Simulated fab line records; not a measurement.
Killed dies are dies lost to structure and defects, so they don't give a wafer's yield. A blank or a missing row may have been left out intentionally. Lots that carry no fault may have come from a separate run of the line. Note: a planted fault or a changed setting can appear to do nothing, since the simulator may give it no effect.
fab line records	flow sky130
[record] lots = 6	wafers = 18	last-day = 50
route steps=708 shown VIA2@521 METAL3@532 PAD_OPEN@708
lots with no fault: from the same line, run without faults
start-h: hours from the record's first day to the start of the lot's first wafer shown	wait-h: hours from the lot's prior step to this one	" unchanged from the row above	L1.1+2: one row covering several wafers at once	- no value present, or no start provided	* or withheld: withheld	< > ~ a bound
route shown NAME@n: names a module that has steps shown in the file, with the first one's number in the route	usual: mean/standard deviation of fault-free wafers	same: alike in all rows	chamber/n: place in a boat	sites: per-site readings	_std_site: standard deviation across them	_edge_site: mean of outer sites minus mean of inner sites	radius-mm: how far each site lies from the wafer's centre	mask NAME#n: copy n	behind: the tool/chamber that last shaped the wafer	hold: why the lot was held/for how many hours/how that ended	device: the n, p or np transistor that did not switch	end of line: the route-end tests of the same wafers	step lacking rows: just its recipe	killed: count of dies lost to structure and defects at first sort (not the wafer's yield)	map: per-die view of a wafer (x killed, . not killed, _ where there is no die)
set.NAME: the setting that was run; set.NAME@STEP: the one run at that earlier step	model.NAME: the simulator's own value behind a step, which no gauge read
certain route steps with their lots: each step a table, each wafer a row
services: when a tool's chamber went out of use (start-h, in hours from the record's first day, below 0 if earlier), for how many hours, and the reason
[[steps]]
[step SKY_VIA2_ETCH_14]
[recipe] chemistry = N2/H2	target = BARC	ion-energy-ev = 200	source-w = 500	bias-w = 100	pressure-mtorr = 30	n2-flow-sccm = 100	h2-flow-sccm = 200	stop-on = SiO2	time-s = 45.9	target-depth-a = 600
[usual] drypump-motor-current-A = 5.7/0.53	oes-product-au = 0.856/0.0044	throttle-valve-pct = 13.225/0.0093
lot.wafer	tool	chamber	start-h	wait-h	drypump-motor-current-A	oes-product-au	rf-hours-counter-h	throttle-valve-pct
L641.2	rie-diel-02	0	895.46	0.0	5.3	0.855	2	13.225
L641.5	"	3	"	"	5.8	0.856	-	13.234
L641.6	"	0	"	"	5.3	0.858	-	13.238
L645.1	rie-diel-03	3	928.96	0.0	6.3	0.852	25	13.220
L645.4	"	0	"	"	4.8	0.854	9	13.211
L645.5	"	1	"	"	6.6	0.854	-	13.239
L652.1	rie-diel-03	1	983.01	0.0	6.6	0.856	8	13.230
L652.4	"	3	"	"	6.3	0.856	27	13.228
L652.5	"	3	"	"	6.3	0.859	-	13.227
L654.1	rie-diel-02	3	987.16	0.0	5.8	0.853	7	13.223
L654.2	"	2	"	"	6.3	0.863	2	13.220
L654.5	"	2	"	"	6.3	0.859	-	13.222
L653.1	rie-diel-02	0	990.21	0.0	5.3	0.851	4	13.238
L653.2	"	1	"	"	4.9	0.855	11	13.216
L653.5	"	3	"	"	5.8	0.854	-	13.227
L655.2	rie-diel-02	0	993.51	0.0	5.3	0.854	4	13.232
L655.3	"	3	"	"	5.8	0.849	7	13.221
L655.4	"	1	"	"	4.9	0.848	11	13.219
[step SKY_VIA2_ETCH_15]
[recipe] target = SiO2	chemistry = C4F8/O2/Ar	target-depth-nm = 546	stop-on = TiN	mask-material = KrF-thick	source-w = 1500	bias-w = 1200	pressure-mtorr = 40	c4f8-flow-sccm = withheld	O2_flow_sccm = 6	Ar_flow_sccm = 300	time-s = 84
[step SKY_VIA2_STRIP_16]
[recipe] chemistry = O2/N2	power-w = 1400	pressure-mtorr = 1500	platen-temp-c = withheld	o2-flow-sccm = 3000	n2-flow-sccm = 300	overash-fraction = 0.5
[usual] drypump-motor-current-A = 5.7/0.46	oes-product-au = 0.399/0.0045	strip-time-to-endpoint-s = 4.048/0.02
lot.wafer	tool	chamber	start-h	wait-h	drypump-motor-current-A	oes-product-au	rf-hours-counter-h	strip-time-to-endpoint-s
L641.2	plasma-asher-03	0	895.56	0.0	5.7	0.390	106	4.065
L641.5	"	0	"	"	5.8	0.408	-	4.038
L641.6	"	1	"	"	5.1	0.395	-	4.065
L645.1	plasma-asher-01	1	929.06	0.0	6.6	0.400	20	4.053
L645.4	"	1	"	"	6.6	0.396	-	4.033
L645.5	"	1	"	"	6.6	0.394	-	4.009
L652.1	plasma-asher-04	1	983.11	0.0	5.4	0.398	53	4.032
L652.4	"	1	"	"	5.4	0.393	-	4.058
L652.5	"	0	"	"	5.8	0.404	-	4.042
L654.1	plasma-asher-01	0	987.26	0.0	5.8	0.399	22	4.090
L654.2	"	1	"	"	6.6	0.406	22	4.040
L654.5	"	1	"	"	6.6	0.394	-	4.062
L653.1	plasma-asher-01	1	990.31	0.0	6.6	0.400	23	4.050
L653.2	"	0	"	"	5.8	0.404	23	4.041
L653.5	"	0	"	"	5.9	0.390	-	4.059
L655.2	plasma-asher-03	0	993.61	0.0	5.8	0.399	118	4.040
L655.3	"	1	"	"	5.1	0.403	-	4.044
L655.4	"	0	"	"	5.7	0.408	-	4.048
[step SKY_VIA2_STRIP_17]
[recipe] chemistry = post-etch-residue-remover	time-s = 1200	temp-c = 72.5
[step SKY_VIA2_CLEAN_18]
[recipe] chemistry = IPA	time-s = 180	temp-c = 25
[step SKY_VIA2_CLEAN_19]
[recipe] chemistry = O3/DIW	dry = n2-spin
[step SKY_VIA2_SPUTTER_20]
[recipe] material = TiN	target-thk-nm = 20	chamber-pressure-pa = 5	power-w = 4000	time-s = 80
[usual] throttle-valve-pct = 30.6/0.86
lot.wafer	tool	chamber	start-h	wait-h	throttle-valve-pct
L641.2	pvd-sputter-04	-	896.16	0.0	30.7
L641.5	"	-	"	"	31.0
L641.6	"	-	"	"	31.0
L645.1	pvd-sputter-02	-	929.65	0.0	30.9
L645.4	"	-	"	"	29.9
L645.5	"	-	"	"	32.0
L652.1	pvd-sputter-02	-	983.70	0.0	30.6
L652.4	"	-	"	"	29.7
L652.5	"	-	"	"	32.1
L654.1	pvd-sputter-03	-	987.85	0.0	29.7
L654.2	"	-	"	"	31.7
L654.5	"	-	"	"	29.3
L653.1	pvd-sputter-03	-	990.91	0.0	30.5
L653.2	"	-	"	"	29.2
L653.5	"	-	"	"	30.3
L655.2	pvd-sputter-02	-	994.23	0.0	30.9
L655.3	"	-	"	"	30.4
L655.4	"	-	"	"	29.7
[step SKY_VIA2_CVD_21]
[recipe] material = W	target-thk-nm = 420	time-s = 126.4	temp-c = 400	pressure-torr = 40
[step SKY_VIA2_RS_MEAS_22]
[recipe] thk-meas-gauge = four-point-probe	reads = W_of_VIA2_CVD_21+TiN_of_VIA2_SPUTTER_20
[usual] VIA2_W_RS = 0.269/0.0044
lot.wafer	tool	chamber	start-h	wait-h	VIA2_W_RS[ohm/sq]
L641.2	film-metro-02	-	896.38	0.1	0.265
L641.5	"	-	"	"	0.270
L641.6	"	-	"	"	0.264
L645.1	film-metro-02	-	929.84	0.1	0.275
L645.4	"	-	"	"	0.273
L645.5	"	-	"	"	0.275
L652.1	film-metro-02	-	983.90	0.1	0.272
L652.4	"	-	"	"	0.272
L652.5	"	-	"	"	0.264
L654.1	film-metro-02	-	988.04	0.1	0.269
L654.2	"	-	"	"	0.266
L654.5	"	-	"	"	0.267
L653.1	film-metro-03	-	991.10	0.1	0.265
L653.2	"	-	"	"	0.259
L653.5	"	-	"	"	0.268
L655.2	film-metro-02	-	994.45	0.1	0.268
L655.3	"	-	"	"	0.273
L655.4	"	-	"	"	0.271
[step SKY_VIA2_THK_MEAS_23]
[recipe] thk-meas-gauge = xrf	reads = W_of_VIA2_CVD_21
[usual] VIA2_W_THK = 430/8.8
lot.wafer	tool	chamber	start-h	wait-h	VIA2_W_THK[nm]
L641.2	film-metro-02	-	896.49	0.1	435
L641.5	"	-	"	"	430
L641.6	"	-	"	"	437
L645.1	film-metro-02	-	929.96	0.1	414
L645.4	"	-	"	"	421
L645.5	"	-	"	"	417
L652.1	film-metro-02	-	984.02	0.1	428
L652.4	"	-	"	"	424
L652.5	"	-	"	"	435
L654.1	film-metro-02	-	988.16	0.1	428
L654.2	"	-	"	"	433
L654.5	"	-	"	"	430
L653.1	film-metro-03	-	991.22	0.1	444
L653.2	"	-	"	"	451
L653.5	"	-	"	"	438
L655.2	film-metro-02	-	994.56	0.1	427
L655.3	"	-	"	"	423
L655.4	"	-	"	"	426
[step SKY_VIA2_CMP_24]
[recipe] stop-on = SiO2	t-overpolish-s = 20	down-force-psi = 3.5	platen-rpm = 60	target-thk-nm = 0	pad-velocity-m-s = 0.94248
[usual] motor-current-A = 11.2/0.64	overpolish-run-s = 20.000/0.0088	time-to-endpoint-s = 103/5
lot.wafer	tool	chamber	start-h	wait-h	motor-current-A	overpolish-run-s	time-to-endpoint-s
L641.2	cmp-01	3	896.59	0.1	11.6	19.997	109
L641.5	"	2	"	"	11.5	19.997	96
L641.6	"	3	"	"	11.1	19.992	109
L645.4	cmp-02	2	930.12	0.1	10.1	20.017	107
L645.1	"	3	"	"	12.1	19.989	101
L645.5	"	0	"	"	10.9	19.989	98
L652.1	cmp-01	1	984.08	0.1	10.8	19.992	104
L652.4	"	0	"	"	11.2	20.006	101
L652.5	"	1	"	"	10.8	19.996	106
L654.1	cmp-02	3	988.22	0.1	11.6	20.005	99
L654.2	"	0	"	"	11.2	19.998	103
L654.5	"	0	"	"	11.1	19.994	97
L653.2	cmp-02	3	991.28	0.0	11.9	20.004	107
L653.1	"	2	"	"	9.9	20.015	108
L653.5	"	0	"	"	11.1	20.015	99
L655.4	cmp-02	0	994.66	0.1	10.8	20.006	99
L655.3	"	1	"	"	11.4	20.017	100
L655.2	"	2	"	"	10.1	19.998	104
[step SKY_METAL3_SPUTTER_00]
[recipe] material = Ti	target-thk-nm = 15	power-w = 3000	time-s = 10	chamber-pressure-pa = 0.4
[usual] throttle-valve-pct = 30.3/1.1
lot.wafer	tool	chamber	start-h	wait-h	throttle-valve-pct
L641.2	pvd-sputter-02	-	896.84	0.2	32.2
L641.5	"	-	"	"	30.8
L641.6	"	-	"	"	32.1
L645.1	pvd-sputter-01	-	930.32	0.1	29.7
L645.4	"	-	"	"	30.8
L645.5	"	-	"	"	28.2
L652.1	pvd-sputter-01	-	984.38	0.2	27.7
L652.4	"	-	"	"	30.1
L652.5	"	-	"	"	30.0
L654.1	pvd-sputter-02	-	988.52	0.2	32.2
L654.2	"	-	"	"	29.7
L654.5	"	-	"	"	30.9
L653.1	pvd-sputter-02	-	991.58	0.1	31.0
L653.2	"	-	"	"	29.9
L653.5	"	-	"	"	29.8
L655.2	pvd-sputter-01	-	994.91	0.1	30.2
L655.3	"	-	"	"	30.7
L655.4	"	-	"	"	27.7
[step SKY_METAL3_SPUTTER_01]
[recipe] material = TiN	target-thk-nm = 20	power-w = 6500	time-s = 16.7	chamber-pressure-pa = 0.4
[usual] throttle-valve-pct = 30.3/1.1
lot.wafer	tool	chamber	start-h	wait-h	throttle-valve-pct	model.TiN_of_METAL3_SPUTTER_01.thk-nm
L641.2	pvd-sputter-02	-	896.86	0.0	32.2	19.63
L641.5	"	-	"	"	31.1	19.74
L641.6	"	-	"	"	31.9	19.61
L645.1	pvd-sputter-01	-	930.35	0.0	30.0	19.91
L645.4	"	-	"	"	31.1	19.91
L645.5	"	-	"	"	28.1	20.04
L652.1	pvd-sputter-01	-	984.40	0.0	27.8	19.94
L652.4	"	-	"	"	30.4	19.42
L652.5	"	-	"	"	29.9	19.8
L654.1	pvd-sputter-02	-	988.55	0.0	32.1	19.85
L654.2	"	-	"	"	29.8	11.38
L654.5	"	-	"	"	30.9	20.2
L653.1	pvd-sputter-02	-	991.61	0.0	30.7	20.25
L653.2	"	-	"	"	29.9	11.57
L653.5	"	-	"	"	30.0	20.14
L655.2	pvd-sputter-01	-	994.93	0.0	30.4	19.72
L655.3	"	-	"	"	31.0	19.98
L655.4	"	-	"	"	27.8	20.02
[step SKY_METAL3_SPUTTER_02]
[recipe] material = AlCu	target-thk-nm = 735	power-w = 10600	time-s = 39.1	chamber-pressure-pa = 0.4
[step SKY_PAD_OPEN_PROBE_99]
[usual] defect-limited-yield = 82.5/1.9	killed_at_M0_to_M3 = 43/6.4	killed_at_M4_up = 3.3/1.9	killed-at-contacts = 24/5.7	killed-at-front-end = 15/4.7	killed-at-other = 0.3/0.48	killed-dies = 86/9.2	killed-on-rim = 17/3.4	killed-open = 47/7	killed-short = 39/6.5	sort_bin_3_pad_short = 0.8/0.38	sort_bin_5_function = 10.3/1.4	sort_bin_6_memory = 6.3/1.1	sort-n-pass = 406/9.2	sort-yield-pct = 82.5/1.9
[same] gross-dies = 492	killed-at-back-side = 0	sort_bin_4_leakage[%] = 0	sort_bin_8_speed[%] = 0
lot.wafer	tool	chamber	start-h	wait-h	defect-limited-yield[%]	killed_at_M0_to_M3	killed_at_M4_up	killed-at-contacts	killed-at-front-end	killed-at-other	killed-dies	killed-on-rim	killed-open	killed-short	sort_bin_3_pad_short[%]	sort_bin_5_function[%]	sort_bin_6_memory[%]	sort-n-pass	sort-yield-pct[%]
L641.2	prober-01	-	1122.97	0.1	81.7	37	4	35	13	1	90	17	48	42	1.2	9.8	7.3	402	81.7
L641.5	prober-01	-	1123.12	0.2	83.3	36	2	33	11	0	82	12	44	38	0.6	10.2	5.9	410	83.3
L641.6	prober-01	-	1123.17	0.2	82.3	44	3	29	10	1	87	16	48	38	0.8	9.6	7.3	405	82.3
L645.1	prober-01	-	1151.83	0.1	82.3	45	1	27	13	1	87	23	48	39	0.8	10.4	6.5	405	82.3
L645.4	prober-01	-	1151.98	0.2	81.7	50	1	27	11	1	90	18	43	47	1.0	10.8	6.5	402	81.7
L645.5	prober-01	-	1152.03	0.2	83.3	46	0	26	10	0	82	17	45	37	1.0	8.3	7.3	410	83.3
L652.1	prober-02	-	1193.08	0.1	79.7	52	3	29	16	0	100	18	50	50	0.8	14.4	5.1	392	79.7
L652.4	prober-02	-	1193.23	0.2	83.5	51	2	18	9	1	81	13	47	34	0.8	9.3	6.3	411	83.5
L652.5	prober-02	-	1193.28	0.2	84.1	44	4	14	16	0	78	17	37	40	0.6	8.9	6.3	414	84.1
L654.1	prober-01	-	1195.16	0.1	84.8	39	2	24	10	0	75	16	43	32	0.2	10.4	4.7	417	84.8
L654.2	prober-01	-	1195.21	0.1	78.5	48	3	31	24	0	106	15	54	52	1.4	11.6	8.5	386	78.5
L654.5	prober-01	-	1195.36	0.2	82.1	43	5	25	15	0	88	19	42	46	1.0	10.2	6.7	404	82.1
L653.1	prober-02	-	1195.72	0.1	82.3	47	3	20	17	0	87	15	47	40	1.2	9.3	7.1	405	82.3
L653.2	prober-02	-	1195.77	0.1	80.3	44	6	21	26	0	97	16	48	49	1.0	11.4	7.3	395	80.3
L653.5	prober-02	-	1195.92	0.2	83.1	39	8	20	16	0	83	11	44	39	0.6	10.2	6.1	409	83.1
L655.2	prober-01	-	1198.00	0.1	85.8	33	4	21	12	0	70	12	33	36	0.2	8.1	5.9	422	85.8
L655.3	prober-01	-	1198.05	0.2	83.7	44	2	21	13	0	80	15	47	32	1.0	9.6	5.7	412	83.7
L655.4	prober-01	-	1198.10	0.2	82.9	32	2	29	19	2	84	20	45	38	0.8	10.0	6.3	408	82.9
// killed by level:class
L641.2 LI_CONTACT:geometric-particle:open=13 CONTACT:geometric-particle:open=11 VIA1:geometric-particle:open=10 METAL2:geometric-particle:short=8 FIELD_ISO:geometric-particle:short=6 LI_CONTACT:geometric-particle:short=6 VIA3:geometric-particle:open=5 VIA1:geometric-particle:short=4
L641.5 CONTACT:geometric-particle:open=11 LI_CONTACT:geometric-particle:open=10 VIA1:geometric-particle:open=7 VIA1:geometric-particle:short=6 CONTACT:geometric-particle:short=5 METAL1:geometric-particle:short=5 VIA2:geometric-particle:open=5 VIA3:geometric-particle:open=5
L641.6 LI_CONTACT:geometric-particle:open=12 VIA1:geometric-particle:open=10 METAL2:geometric-particle:short=7 CONTACT:geometric-particle:open=6 LI_CONTACT:geometric-particle:short=5 VIA3:geometric-particle:open=5 POLY_GATE:geometric-particle:short=4 CONTACT:geometric-particle:short=4
L645.1 VIA1:geometric-particle:open=14 LOCAL_INTERCONNECT:geometric-particle:short=8 CONTACT:geometric-particle:open=7 VIA1:geometric-particle:short=6 VIA3:geometric-particle:short=6 FIELD_ISO:geometric-particle:open=5 VIA3:geometric-particle:open=5 LI_CONTACT:geometric-particle:open=5
L645.4 CONTACT:geometric-particle:open=11 LI_CONTACT:geometric-particle:open=7 VIA1:geometric-particle:short=7 VIA2:geometric-particle:open=6 VIA1:geometric-particle:open=6 METAL1:geometric-particle:short=6 METAL2:geometric-particle:short=5 VIA2:geometric-particle:short=5
L645.5 VIA2:geometric-particle:open=9 CONTACT:geometric-particle:open=8 VIA1:geometric-particle:open=8 VIA3:geometric-particle:open=7 LI_CONTACT:geometric-particle:open=5 CONTACT:geometric-particle:short=5 VIA1:geometric-particle:short=5 LI_CONTACT:geometric-particle:short=4
L652.1 VIA1:geometric-particle:open=16 LOCAL_INTERCONNECT:geometric-particle:short=9 CONTACT:geometric-particle:open=8 VIA1:geometric-particle:short=7 FIELD_ISO:geometric-particle:short=6 VIA2:geometric-particle:open=6 LI_CONTACT:geometric-particle:open=4 CONTACT:geometric-particle:short=4
L652.4 VIA1:geometric-particle:open=13 VIA2:geometric-particle:open=11 CONTACT:geometric-particle:open=9 METAL1:geometric-particle:short=7 VIA2:geometric-particle:short=6 CONTACT:geometric-particle:short=4 METAL2:geometric-particle:open=3 POLY_GATE:geometric-particle:open=3
L652.5 VIA1:geometric-particle:open=8 VIA2:geometric-particle:open=8 FIELD_ISO:geometric-particle:short=7 METAL2:geometric-particle:short=6 VIA1:geometric-particle:short=6 METAL1:geometric-particle:short=5 CONTACT:geometric-particle:open=5 LI_CONTACT:geometric-particle:open=4
L654.1 VIA1:geometric-particle:open=11 CONTACT:geometric-particle:open=9 CONTACT:geometric-particle:short=6 LI_CONTACT:geometric-particle:open=5 VIA2:geometric-particle:open=5 VIA1:geometric-particle:short=5 FIELD_ISO:geometric-particle:open=4 POLY_GATE:geometric-particle:short=4
L654.2 CONTACT:geometric-particle:open=12 VIA1:geometric-particle:open=11 POLY_GATE:geometric-particle:open=8 POLY_GATE:geometric-particle:short=7 LOCAL_INTERCONNECT:geometric-particle:short=7 VIA2:geometric-particle:open=7 VIA1:geometric-particle:short=6 LI_CONTACT:geometric-particle:open=5
L654.5 LI_CONTACT:geometric-particle:open=8 VIA1:geometric-particle:open=7 METAL2:geometric-particle:short=6 CONTACT:geometric-particle:open=6 VIA3:geometric-particle:open=6 FIELD_ISO:geometric-particle:short=5 CONTACT:geometric-particle:short=5 VIA1:geometric-particle:short=5
L653.1 VIA1:geometric-particle:open=11 VIA3:geometric-particle:open=9 CONTACT:geometric-particle:open=9 VIA1:geometric-particle:short=6 FIELD_ISO:geometric-particle:short=5 FIELD_ISO:geometric-particle:open=5 POLY_GATE:geometric-particle:open=4 METAL1:geometric-particle:short=4
L653.2 FIELD_ISO:geometric-particle:short=11 VIA2:geometric-particle:open=9 VIA1:geometric-particle:short=7 VIA1:geometric-particle:open=7 LI_CONTACT:geometric-particle:open=6 METAL2:geometric-particle:short=6 CONTACT:geometric-particle:short=5 VIA3:geometric-particle:open=5
L653.5 FIELD_ISO:geometric-particle:open=8 METAL1:geometric-particle:short=8 CONTACT:geometric-particle:open=7 VIA2:geometric-particle:open=7 VIA1:geometric-particle:short=7 LOCAL_INTERCONNECT:geometric-particle:short=5 CONTACT:geometric-particle:short=5 FIELD_ISO:geometric-particle:short=4
L655.2 LI_CONTACT:geometric-particle:open=8 METAL2:geometric-particle:short=7 VIA2:geometric-particle:open=6 CONTACT:geometric-particle:open=5 VIA1:geometric-particle:open=5 POLY_GATE:geometric-particle:open=4 CONTACT:geometric-particle:short=4 VIA1:geometric-particle:short=4
L655.3 VIA1:geometric-particle:open=19 CONTACT:geometric-particle:open=7 POLY_GATE:geometric-particle:short=6 VIA2:geometric-particle:open=6 LI_CONTACT:geometric-particle:open=5 VIA1:geometric-particle:short=5 LOCAL_INTERCONNECT:geometric-particle:short=4 CONTACT:geometric-particle:short=4
L655.4 LI_CONTACT:geometric-particle:open=8 CONTACT:geometric-particle:open=7 FIELD_ISO:geometric-particle:short=6 POLY_GATE:geometric-particle:open=5 LI_CONTACT:geometric-particle:short=5 CONTACT:geometric-particle:short=5 VIA1:geometric-particle:open=5 METAL2:geometric-particle:short=5
[[services]]
tool	chamber	start-h	hours	kind
pvd-sputter-03	0	899.38	-	consumable-replace:kit
pvd-sputter-03	0	899.38	18.0	scheduled-down
pvd-sputter-03	0	899.38	18.0	vent-cycle
rie-diel-03	2	900.36	14.8	repair
plasma-asher-04	-	908.31	28.1	pm
cmp-02	-	912.29	4.0	pm
cmp-02	-	916.29	-	consumable-replace:conditioner
cmp-02	-	916.29	-	consumable-replace:pad
rie-diel-02	-	920.75	15.6	pm
plasma-asher-01	-	948.24	6.2	repair
rie-diel-03	2	949.91	10.2	repair
plasma-asher-01	-	954.40	28.1	pm
pvd-sputter-04	0	958.13	-	consumable-replace:kit
pvd-sputter-04	0	958.13	18.0	scheduled-down
pvd-sputter-04	0	958.13	18.0	vent-cycle
rie-diel-03	2	961.05	5.2	repair
plasma-asher-04	-	962.85	11.0	pm
pvd-sputter-01	0	966.51	-	consumable-replace:kit
pvd-sputter-01	0	966.51	18.0	scheduled-down
pvd-sputter-01	0	966.51	18.0	vent-cycle
cmp-01	-	974.44	2.2	repair
pvd-sputter-01	-	977.75	1.7	repair
pvd-sputter-04	-	988.61	3.7	repair
[[key]]
first-sign none at tools or gauges
[model-effect] step = SKY_METAL3_SPUTTER_01	value = TiN_of_METAL3_SPUTTER_01.thk-nm	without = 20.13	struck = 11.47
met-at SKY_METAL3_SPUTTER_01
struck-wafers L653.2,L654.2
onset-between 896.86 988.55
[fault] kind = process-parameter-drift	tool = pvd-sputter-02	chamber = -	onset-h = 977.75	steps = SKY_METAL3_SPUTTER_01	channel = target-thk-nm	offset = -8.6598	shape = step	end-h = 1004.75	scope = struck-wafers-only	acts-in = these-recipes-only	stated = 20
